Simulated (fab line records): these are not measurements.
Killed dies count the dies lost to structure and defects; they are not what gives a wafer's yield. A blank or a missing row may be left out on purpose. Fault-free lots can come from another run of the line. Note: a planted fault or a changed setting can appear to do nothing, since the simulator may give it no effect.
Which tool was responsible?    flow sky130    33 wafers from 11 lots sampled at 5 of the route's 708 steps

== WHAT THE GAUGES SHOWED, per wafer ==
SKY_VIA1_CD_MEAS_12: target cd 150 nm.
lot   measured      on        cdNm (nm)
L273  day 33 23:13  cdSem-01  150.9 150.2 151.0
L274  day 34 03:16  cdSem-02  151.1 152.7 150.7
L275  day 34 08:15  cdSem-01  149.2 148.5 148.1
L276  day 34 17:13  cdSem-01  149.4 148.3 150.2
L281  day 36 14:52  cdSem-02  147.0 147.0 145.6
L283  day 37 04:35  cdSem-02  145.0 146.0 145.2
L285  day 37 20:35  cdSem-01  150.3 151.4 150.3
L290  day 39 09:02  cdSem-01  150.6 150.9 149.7
L293  day 40 06:13  cdSem-02  150.7 151.9 152.2
L294  day 40 08:02  cdSem-02  152.5 149.8 151.1
L295  day 40 17:16  cdSem-02  150.3 149.1 149.5

SKY_VIA1_OVL_MEAS_13.
lot   measured      on          VIA1_OVL (nm)
L273  day 33 23:19  overlay-02  -1 -9 -6
L274  day 34 03:22  overlay-01  -3 -1 -18
L275  day 34 08:22  overlay-02  -4 4 2
L276  day 34 17:17  overlay-02  -10 -15 -6
L281  day 36 14:58  overlay-01  -1 1 0
L283  day 37 04:40  overlay-01  -2 -4 0
L285  day 37 20:42  overlay-02  -9 -11 1
L290  day 39 09:09  overlay-01  -7 -7 -11
L293  day 40 06:20  overlay-02  0 -8 -12
L294  day 40 08:09  overlay-02  -3 -8 -8
L295  day 40 17:23  overlay-01  1 -5 7

== WHAT TOOL EACH LOT RAN ON (gives the tool, then ch and the chambers of the sampled wafers, and finally the start) ==
lot   SKY_METAL1_SPUTTER_02        SKY_METAL1_ETCH_18                SKY_VIA1_EXPOSE_09
L273  pvdSputter-03, day 31 15:58  rieMetal-03 ch 0,1, day 32 19:28  krfScanner-01 ch 0, day 33 10:22
L274  pvdSputter-04, day 31 20:16  rieMetal-02 ch 0,1, day 32 23:23  krfScanner-02 ch 0, day 33 14:14
L275  pvdSputter-03, day 32 01:33  rieMetal-02 ch 0,1, day 33 04:05  krfScanner-01 ch 0, day 33 19:23
L276  pvdSputter-04, day 32 10:17  rieMetal-03 ch 0,1, day 33 13:04  krfScanner-01 ch 0, day 34 03:46
L281  pvdSputter-03, day 34 09:08  rieMetal-04 ch 0,1, day 35 12:16  krfScanner-02 ch 0, day 36 02:11
L283  pvdSputter-04, day 34 23:39  rieMetal-04 ch 0, day 36 01:59    krfScanner-02 ch 0, day 36 16:10
L285  pvdSputter-04, day 35 14:34  rieMetal-04 ch 0, day 36 17:22    krfScanner-01 ch 0, day 37 08:00
L290  pvdSputter-03, day 37 04:28  rieMetal-04 ch 0,1, day 38 06:29  krfScanner-01 ch 0, day 38 20:39
L293  pvdSputter-04, day 38 02:35  rieMetal-03 ch 0, day 39 04:22    krfScanner-01 ch 0, day 39 18:26
L294  pvdSputter-02, day 38 05:18  rieMetal-04 ch 0,1, day 39 06:03  krfScanner-01 ch 0, day 39 19:52
L295  pvdSputter-02, day 38 14:41  rieMetal-02 ch 0,1, day 39 15:55  krfScanner-01 ch 0, day 40 05:19
- SKY_METAL1_SPUTTER_02: material AlCu, target thk 250 nm, time 13.3 s.
- SKY_METAL1_ETCH_18: etches BARC in N2/H2, stops on SiO2, time 45.9 s, target depth 60 nm.
- SKY_VIA1_EXPOSE_09: exposes mask VIM, target cd 150 nm.

== AS READ BY THE TOOLS THEMSELVES (means over the sampled wafers that have a number; for cases with no such wafer, the mark the record gives instead) ==
SKY_METAL1_SPUTTER_02.
lot   tool           throttleValvePct (%)
L273  pvdSputter-03  31.1
L274  pvdSputter-04  30.3
L275  pvdSputter-03  30.1
L276  pvdSputter-04  30.4
L281  pvdSputter-03  30.7
L283  pvdSputter-04  29.9
L285  pvdSputter-04  32.0
L290  pvdSputter-03  30.4
L293  pvdSputter-04  29.3
L294  pvdSputter-02  30.5
L295  pvdSputter-02  30.3

SKY_METAL1_ETCH_18.
lot   tool         drypumpMotorCurrentA (A)  h2FlowSccm (sccm)  oesProductAu (a.u.)  throttleValvePct (%)
L273  rieMetal-03  6.2                       199.7              0.856                13.232
L274  rieMetal-02  5.6                       199.5              0.855                13.229
L275  rieMetal-02  5.6                       199.8              0.855                13.223
L276  rieMetal-03  6.0                       199.8              0.858                13.231
L281  rieMetal-04  5.8                       199.6              0.852                13.219
L283  rieMetal-04  5.5                       199.9              0.853                13.233
L285  rieMetal-04  5.5                       200.1              0.855                13.222
L290  rieMetal-04  6.2                       200.0              0.853                13.224
L293  rieMetal-03  6.4                       200.5              0.852                13.224
L294  rieMetal-04  6.2                       200.3              0.852                13.226
L295  rieMetal-02  5.6                       200.3              0.856                13.231

SKY_VIA1_EXPOSE_09.
lot   tool           exposureDoseMJCm2
L273  krfScanner-01  37.88
L274  krfScanner-02  38.05
L275  krfScanner-01  37.85
L276  krfScanner-01  37.85
L281  krfScanner-02  36.86
L283  krfScanner-02  37.08
L285  krfScanner-01  37.92
L290  krfScanner-01  37.93
L293  krfScanner-01  37.86
L294  krfScanner-01  37.88
L295  krfScanner-01  37.88

== THE ANSWER, worked out from the rows above alone ==
Rule: the lots themselves supply what counts as usual. The widest of any qualifying gaps counts: lots, ordered by their means at a reading, are off when they make up no more than a third of the lots, leave a main group of 4 or more, and stand apart from it by 3 or more times the standard deviation of that group's means. The tables above print the reading to a certain number of digits; a main group whose means all agree to those digits is not used. A lot without any number at a reading at which 4 lots or more have one is off too. Where the step has rows for the other lots, those lots are counted as sound. The gauges are gone through in route order, then the tools' own readings, and for those a lot's mean is taken as printed above. At the first step where some lot is off, the reading lying furthest off is the one used; lots without a number count as furthest.
Off: L281, L283 (SKY_VIA1_EXPOSE_09, exposureDoseMJCm2). The main group: mean 37.90, standard deviation 0.059.
If a tool, at that step or one of the process steps before it, ran each lot that is off and ran no sound lot following the first of them, it fits. One fits: krfScanner-02 at SKY_VIA1_EXPOSE_09. A fault onset in the window from L274 (day 33 14:14, its last sound lot) to L281 (day 36 02:11, its first lot off) fits.
On the lots that are off, the tool's own readings at SKY_VIA1_EXPOSE_09 differ by more than 5 times the standard deviation of the sound lots' means, which bears it out; exposureDoseMJCm2 reads 36.97 there versus 37.90 on the sound lots.

== WHAT THE SIMULATOR PUT IN ==
Process parameter drift: krfScanner-02, from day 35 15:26 on, at SKY_VIA1_EXPOSE_09. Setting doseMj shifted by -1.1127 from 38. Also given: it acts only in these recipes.
Lots struck among those shown: L281, L283. The rule given above showed the same thing.
